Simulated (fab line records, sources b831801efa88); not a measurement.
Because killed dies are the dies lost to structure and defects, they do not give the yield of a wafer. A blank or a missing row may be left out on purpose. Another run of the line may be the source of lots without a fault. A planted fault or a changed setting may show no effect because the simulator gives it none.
A lot that was struck, set against a sound lot | flow sky130 | 16 steps out of a route of 708
Sound: the wafers L589.1, L589.3, L589.5. Wafers L595.2, L595.3, L595.4 were the ones struck. The cause comes at the end.
Order at every step that has rows: each side's tool, ch and its chambers, its first start. Under that, the readings that differ: sound wafers | struck wafers | difference of the means | sigmas: that difference in standard deviations of wafers without a fault.
alike: same words and numbers on both sides, and readings whose means sit less than 2 such deviations apart. not compared: any withheld reading, any reading some wafer has no value for, any bound like >300 that may hide the same value, and any number with overlapping values for which the record gives no deviation.
A row with sigmas, a row that says differs or no value, or rows on one side alone: a step with any of these is where the two part. Numbers that have no deviation but don't overlap get no sigmas and don't part them. Lack of a reading on every wafer of one side parts them only where that side has two or more wafers.

first, 5 steps without rows for these wafers: SKY_SONOS_TUNNEL_COAT_02 (resist thk 1140 nm); SKY_SONOS_TUNNEL_SOFTBAKE_03 (time 60 s); SKY_SONOS_TUNNEL_EXPOSE_04 (exposes mask TUNM, target cd 410 nm); SKY_SONOS_TUNNEL_PEB_05; SKY_SONOS_TUNNEL_DEVELOP_06 (develop time 60 s).
SKY_SONOS_TUNNEL_CD_MEAS_07 targets a cd of 410 nm.
  sound: cd_sem-01 at day 12 04:54; struck: cd_sem-01 at day 14 07:04
  alike: cd_nm
SKY_SONOS_TUNNEL_OVL_MEAS_08:
  sound: overlay-01 at day 12 05:01; struck: overlay-01 at day 14 07:10
  alike: SONOS_TUNNEL_OVL
then, 3 steps without rows for these wafers: SKY_SONOS_TUNNEL_IMPLANT_09; SKY_SONOS_TUNNEL_WET_ETCH_10 (etches SiO2 in dHF, target depth 14 nm, time 280 s); SKY_SONOS_TUNNEL_STRIP_11 (strips in SPM, time 600 s).
SKY_SONOS_TUNNEL_TW_MEAS_12:
  sound: film_metro-02 at day 12 05:28; struck: film_metro-04 at day 14 07:38
  reading         | sound             | struck            | difference | sigmas
  SONOS_TUNNEL_TW | 196.1 196.2 195.1 | 198.6 198.6 197.9 | +2.6       | +2
then, 1 step without rows for these wafers: SKY_SONOS_TUNNEL_CLEAN_13 (cleans in dHF, time 20 s).
SKY_SONOS_ONO_OXIDATION_00: stabilise 600 s, purge 300 s, target thk 2.6 nm.
  sound on furnace-02 ch 0, day 12 06:48; struck on furnace-02 ch 0, day 14 07:59
  reading                                          | sound                | struck               | difference | sigmas
  spike_tc_bottom_C (C)                            | 821.3 821.0 822.3    | 810.3 811.0 811.3    | -10.7      | -4
  spike_tc_centre_C (C)                            | 801.6 798.7 799.8    | 789.7 789.1 787.9    | -11.1      | -10
  spike_tc_lower_C (C)                             | 798.1 798.3 801.2    | 787.1 789.0 787.4    | -11.4      | -9
  spike_tc_upper_C (C)                             | 798.4 800.5 799.9    | 787.0 787.9 786.3    | -12.5      | -10
  tube_center_temp_C (C)                           | 799.93 800.04 799.94 | 788.28 788.15 788.14 | -11.78     | -99 or more
  tube_center_temp_C_max                           | 801.9 802.1 802.1    | 789.9 790.9 790.3    | -11.7      | -31
  model.SiO2_of_SONOS_ONO_OXIDATION_00.thk_nm (nm) | 2.606 2.612 2.611    | 2.152 2.182 2.156    | -0.446     |
SKY_SONOS_ONO_THK_MEAS_01:
  sound: film_metro-01 at day 12 08:08; struck: film_metro-02 at day 14 09:20
  reading                      | sound          | struck         | difference | sigmas
  SONOS_ONO_OXIDATION_THK (nm) | 2.63 2.60 2.58 | 2.13 2.18 2.17 | -0.44      | -7
then, 1 step without rows for these wafers: SKY_SONOS_ONO_CVD_02 (deposits Si3N4 from DCS/NH3, target thk 10.5 nm, time 180 s).
-- the record jumps here: 34 days lie between the struck wafers' starts before and after (it left off in module SONOS_ONO and takes up again in module PAD_OPEN, whose first step shown is number 708 of the route) --
SKY_PAD_OPEN_PROBE_99:
  sound: prober-01 at day 46 11:15; struck: prober-02 at day 47 22:57
  reading                               | sound                   | struck               | difference | sigmas
  model.etest.cap_ono.gate_log10_a_cm2  | -7.861 -7.878 -7.744    | -7.429 -7.411 -7.421 | +0.407     |
  model.etest.cap_ono.gate_bv_v (V)     | 16.08 16.34 16.03       | 15.64 15.97 15.91    | -0.31      |
  model.etest.cap_ono.tox_acc_nm (nm)   | 12.82 12.78 12.73       | 12.47 12.44 12.42    | -0.33      |
  model.etest.sonos_erased.vt_v (V)     | -2.293 -2.299 -2.279    | -2.465 -2.484 -2.532 | -0.203     |
  model.etest.sonos_baked.vt_less_v (V) | -0.4175 -0.4872 -0.5154 | -0.6 -0.6466 -0.6592 | -0.2       |
  alike: killed_at_M0_to_M3, killed_at_M4_up, killed_at_contacts, killed_at_front_end, killed_at_other, killed_dies, killed_open, killed_short

## WHERE THEY PART
At SKY_SONOS_TUNNEL_TW_MEAS_12 first; at SKY_SONOS_ONO_THK_MEAS_01 last (within this record only). Later steps at which nothing parts them and some readings are alike: SKY_PAD_OPEN_PROBE_99.

WHY: the cause the simulator had injected
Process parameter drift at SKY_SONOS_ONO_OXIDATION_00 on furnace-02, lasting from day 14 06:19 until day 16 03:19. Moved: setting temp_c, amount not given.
